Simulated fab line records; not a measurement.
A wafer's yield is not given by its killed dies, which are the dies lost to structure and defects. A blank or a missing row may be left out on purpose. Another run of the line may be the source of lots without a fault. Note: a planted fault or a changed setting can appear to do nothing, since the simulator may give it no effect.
What tool caused it? :: flow gf180mcu :: 15 lots with 45 wafers sampled at 4 steps, on a route of 602 steps

## WHAT THE GAUGES SHOWED, per wafer
GF_MVSD_TW_MEAS_11. Usual: MVSD_TW typically reads 1582, with standard deviation 7.8.
lot: L827
measured: day 4 17:49
on: film-metro-01
MVSD_TW: 1582 1587 1593
flag: 

lot: L828
measured: day 4 23:35
on: film-metro-01
MVSD_TW: 1586 1588 1585
flag: 

lot: L829
measured: day 5 06:45
on: film-metro-01
MVSD_TW: 1588 1584 1587
flag: 

lot: L830
measured: day 5 10:36
on: film-metro-01
MVSD_TW: 1591 1595 1588
flag: 

lot: L831
measured: day 5 16:11
on: film-metro-01
MVSD_TW: 1600 1602 1593
flag: 

lot: L832
measured: day 5 20:10
on: film-metro-04
MVSD_TW: 1576 1578 1579
flag: 

lot: L835
measured: day 6 13:50
on: film-metro-04
MVSD_TW: 1588 1584 1593
flag: 

lot: L837
measured: day 7 02:56
on: film-metro-04
MVSD_TW: 1579 1579 1571
flag: 

lot: L841
measured: day 8 00:08
on: film-metro-01
MVSD_TW: 1572 1582 1572
flag: 

lot: L844
measured: day 8 18:05
on: film-metro-04
MVSD_TW: 1573 1570 1570
flag: 

lot: L848
measured: day 9 17:49
on: film-metro-01
MVSD_TW: 1578 1579 1581
flag: 

lot: L849
measured: day 10 03:22
on: film-metro-01
MVSD_TW: 1582 1592 1587
flag: 

GF_VT_IMPLANT_OVL_MEAS_18. Usual: VT_IMPLANT_01_OVL typically reads 0.2 nm, with standard deviation 1.5.
lot: L827
measured: day 6 13:03
on: overlay-01
VT_IMPLANT_01_OVL (nm): 0.6 1.1 0.9
flag: 

lot: L828
measured: day 6 20:07
on: overlay-02
VT_IMPLANT_01_OVL (nm): 2.5 1.3 -0.5
flag: 

lot: L829
measured: day 7 03:18
on: overlay-01
VT_IMPLANT_01_OVL (nm): -0.1 -3.3 -2.0
flag: 

lot: L830
measured: day 7 06:40
on: overlay-02
VT_IMPLANT_01_OVL (nm): 0.8 0.3 0.6
flag: 

lot: L831
measured: day 7 13:09
on: overlay-01
VT_IMPLANT_01_OVL (nm): 2.2 1.6 2.9
flag: 

lot: L832
measured: day 7 17:04
on: overlay-01
VT_IMPLANT_01_OVL (nm): 0.0 -0.2 -0.1
flag: 

lot: L835
measured: day 8 12:29
on: overlay-02
VT_IMPLANT_01_OVL (nm): 0.1 1.0 0.8
flag: 

lot: L837
measured: day 9 03:00
on: overlay-02
VT_IMPLANT_01_OVL (nm): -1.7 -2.1 -1.8
flag: 

lot: L841
measured: day 10 03:04
on: overlay-01
VT_IMPLANT_01_OVL (nm): 1.7 0.8 1.4
flag: 

lot: L844
measured: day 10 21:55
on: overlay-02
VT_IMPLANT_01_OVL (nm): -0.7 -0.3 0.5
flag: 

lot: L848
measured: day 12 00:07
on: overlay-01
VT_IMPLANT_01_OVL (nm): 2.0 2.6 1.5
flag: 

lot: L849
measured: day 12 11:00
on: overlay-02
VT_IMPLANT_01_OVL (nm): -2.4 -1.6 -0.7
flag: 

## WHICH TOOL RAN EACH LOT (tool, then ch and the chambers of the sampled wafers, then the start)
lot: L827
GF_STI_OXIDATION_21: furnace-01 ch 0, day 2 07:49
GF_LVPWELL_STRIP_10: plasma-asher-03 ch 0,1, day 4 03:58

lot: L828
GF_STI_OXIDATION_21: furnace-01 ch 0, day 2 13:01
GF_LVPWELL_STRIP_10: plasma-asher-03 ch 0,1, day 4 09:34

lot: L829
GF_STI_OXIDATION_21: furnace-02 ch 0, day 2 20:08
GF_LVPWELL_STRIP_10: plasma-asher-03 ch 0,1, day 4 16:49

lot: L830
GF_STI_OXIDATION_21: furnace-02 ch 0, day 2 23:31
GF_LVPWELL_STRIP_10: plasma-asher-02 ch 0,1, day 4 19:53

lot: L831
GF_STI_OXIDATION_21: furnace-02 ch 0, day 3 05:04
GF_LVPWELL_STRIP_10: plasma-asher-04 ch 0,1, day 5 01:22

lot: L832
GF_STI_OXIDATION_21: furnace-02 ch 0, day 3 09:16
GF_LVPWELL_STRIP_10: plasma-asher-04 ch 0,1, day 5 05:46

lot: L835
GF_STI_OXIDATION_21: furnace-02 ch 0, day 4 00:55
GF_LVPWELL_STRIP_10: plasma-asher-04 ch 0,1, day 5 23:02

lot: L837
GF_STI_OXIDATION_21: furnace-01 ch 0, day 4 11:14
GF_LVPWELL_STRIP_10: plasma-asher-03 ch 0, day 6 11:05

lot: L838
GF_STI_OXIDATION_21: furnace-01, day 4 16:21
GF_LVPWELL_STRIP_10: -

lot: L839
GF_STI_OXIDATION_21: furnace-01, day 4 20:50
GF_LVPWELL_STRIP_10: -

lot: L840
GF_STI_OXIDATION_21: furnace-02, day 5 03:01
GF_LVPWELL_STRIP_10: -

lot: L841
GF_STI_OXIDATION_21: furnace-02 ch 0, day 5 06:56
GF_LVPWELL_STRIP_10: plasma-asher-03 ch 0,1, day 7 09:01

lot: L844
GF_STI_OXIDATION_21: furnace-02 ch 0, day 5 22:25
GF_LVPWELL_STRIP_10: plasma-asher-02 ch 1, day 8 00:56

lot: L848
GF_STI_OXIDATION_21: furnace-01 ch 0, day 6 19:23
GF_LVPWELL_STRIP_10: plasma-asher-04 ch 0,1, day 8 23:50

lot: L849
GF_STI_OXIDATION_21: furnace-01 ch 0, day 7 03:26
GF_LVPWELL_STRIP_10: plasma-asher-02 ch 0,1, day 9 09:37
- GF_STI_OXIDATION_21: stabilise 600 s, purge 300 s, target thk 15 nm.
- GF_LVPWELL_STRIP_10: strips in O2/N2.

## AS READ BY THE TOOLS THEMSELVES (means over the sampled wafers that have a number; for cases with no such wafer, the mark the record gives instead)
GF_STI_OXIDATION_21. Usual: ox-temp-c 1000.0 C, standard deviation 0.42; ox-temp-c-max 1005.4, standard deviation 0.95; spike-tc-lower-C 1000.0 C, standard deviation 0.95.
lot: L827
tool: furnace-01
ox-temp-c (C): 999.6
ox-temp-c-max: 1004.7
spike-tc-lower-C (C): 1000.0
flag: 

lot: L828
tool: furnace-01
ox-temp-c (C): 1000.2
ox-temp-c-max: 1005.3
spike-tc-lower-C (C): 998.8
flag: 

lot: L829
tool: furnace-02
ox-temp-c (C): 999.5
ox-temp-c-max: 1004.8
spike-tc-lower-C (C): 1000.3
flag: 

lot: L830
tool: furnace-02
ox-temp-c (C): 1000.0
ox-temp-c-max: 1005.8
spike-tc-lower-C (C): 999.3
flag: 

lot: L831
tool: furnace-02
ox-temp-c (C): 1000.3
ox-temp-c-max: 1005.6
spike-tc-lower-C (C): 1000.3
flag: 

lot: L832
tool: furnace-02
ox-temp-c (C): 1000.5
ox-temp-c-max: 1006.7
spike-tc-lower-C (C): 999.9
flag: 

lot: L835
tool: furnace-02
ox-temp-c (C): 1000.2
ox-temp-c-max: 1005.3
spike-tc-lower-C (C): 1000.6
flag: 

lot: L837
tool: furnace-01
ox-temp-c (C): 999.7
ox-temp-c-max: 1004.7
spike-tc-lower-C (C): 999.0
flag: 

lot: L838
tool: furnace-01
ox-temp-c (C): -
ox-temp-c-max: -
spike-tc-lower-C (C): -
flag: OFF

lot: L839
tool: furnace-01
ox-temp-c (C): -
ox-temp-c-max: -
spike-tc-lower-C (C): -
flag: OFF

lot: L840
tool: furnace-02
ox-temp-c (C): -
ox-temp-c-max: -
spike-tc-lower-C (C): -
flag: OFF

lot: L841
tool: furnace-02
ox-temp-c (C): 1000.3
ox-temp-c-max: 1006.0
spike-tc-lower-C (C): 1000.6
flag: 

lot: L844
tool: furnace-02
ox-temp-c (C): 1000.2
ox-temp-c-max: 1006.0
spike-tc-lower-C (C): 1000.5
flag: 

lot: L848
tool: furnace-01
ox-temp-c (C): 1000.0
ox-temp-c-max: 1005.2
spike-tc-lower-C (C): 999.2
flag: 

lot: L849
tool: furnace-01
ox-temp-c (C): 1000.3
ox-temp-c-max: 1005.7
spike-tc-lower-C (C): 1000.5
flag: 

GF_LVPWELL_STRIP_10. Usual: drypump-motor-current-A 5.5 A, standard deviation 0.52; heater-power-w 312 W, standard deviation 34; oes-product-au 0.722 a.u., standard deviation 0.0048; strip-time-to-endpoint-s 37.00 s, standard deviation 0.1.
lot: L827
tool: plasma-asher-03
drypump-motor-current-A (A): 5.1
heater-power-w (W): 308
oes-product-au (a.u.): 0.723
strip-time-to-endpoint-s (s): 37.05
flag: 

lot: L828
tool: plasma-asher-03
drypump-motor-current-A (A): 5.1
heater-power-w (W): 306
oes-product-au (a.u.): 0.722
strip-time-to-endpoint-s (s): 37.05
flag: 

lot: L829
tool: plasma-asher-03
drypump-motor-current-A (A): 5.0
heater-power-w (W): 293
oes-product-au (a.u.): 0.724
strip-time-to-endpoint-s (s): 37.08
flag: 

lot: L830
tool: plasma-asher-02
drypump-motor-current-A (A): 5.7
heater-power-w (W): 321
oes-product-au (a.u.): 0.720
strip-time-to-endpoint-s (s): 37.06
flag: 

lot: L831
tool: plasma-asher-04
drypump-motor-current-A (A): 6.0
heater-power-w (W): 307
oes-product-au (a.u.): 0.723
strip-time-to-endpoint-s (s): 36.93
flag: 

lot: L832
tool: plasma-asher-04
drypump-motor-current-A (A): 5.6
heater-power-w (W): 336
oes-product-au (a.u.): 0.726
strip-time-to-endpoint-s (s): 37.04
flag: 

lot: L835
tool: plasma-asher-04
drypump-motor-current-A (A): 5.6
heater-power-w (W): 342
oes-product-au (a.u.): 0.725
strip-time-to-endpoint-s (s): 36.96
flag: 

lot: L837
tool: plasma-asher-03
drypump-motor-current-A (A): 4.8
heater-power-w (W): 283
oes-product-au (a.u.): 0.724
strip-time-to-endpoint-s (s): 36.97
flag: 

lot: L841
tool: plasma-asher-03
drypump-motor-current-A (A): 5.1
heater-power-w (W): 314
oes-product-au (a.u.): 0.726
strip-time-to-endpoint-s (s): 36.94
flag: 

lot: L844
tool: plasma-asher-02
drypump-motor-current-A (A): 5.7
heater-power-w (W): 321
oes-product-au (a.u.): 0.719
strip-time-to-endpoint-s (s): 36.82
flag: 

lot: L848
tool: plasma-asher-04
drypump-motor-current-A (A): 6.0
heater-power-w (W): 316
oes-product-au (a.u.): 0.722
strip-time-to-endpoint-s (s): 37.12
flag: 

lot: L849
tool: plasma-asher-02
drypump-motor-current-A (A): 5.7
heater-power-w (W): 311
oes-product-au (a.u.): 0.725
strip-time-to-endpoint-s (s): 36.80
flag: 

## THE ANSWER, worked out from the rows above alone
Rule: a lot is off if the mean of its wafers that have a number lies more than 3 standard deviations from the usual mean. Also off: a lot with no number at a reading for which 4 or more lots have one. The other lots that the step has rows for count as sound. Order of review: gauges by route order, followed by the tools' own readings, for which a lot's mean as printed above is used. At the first step where some lot is off, the reading lying furthest off is the one used; lots without a number count as furthest.
Off: L838, L839, L840 (GF_STI_OXIDATION_21, ox-temp-c). Without a number there: L838, L839, L840.
If a tool, at that step or one of the process steps before it, ran each lot that is off and ran no sound lot following the first of them, it fits. No candidate that was tried fits.

## WHAT WAS PUT IN BY THE SIMULATOR
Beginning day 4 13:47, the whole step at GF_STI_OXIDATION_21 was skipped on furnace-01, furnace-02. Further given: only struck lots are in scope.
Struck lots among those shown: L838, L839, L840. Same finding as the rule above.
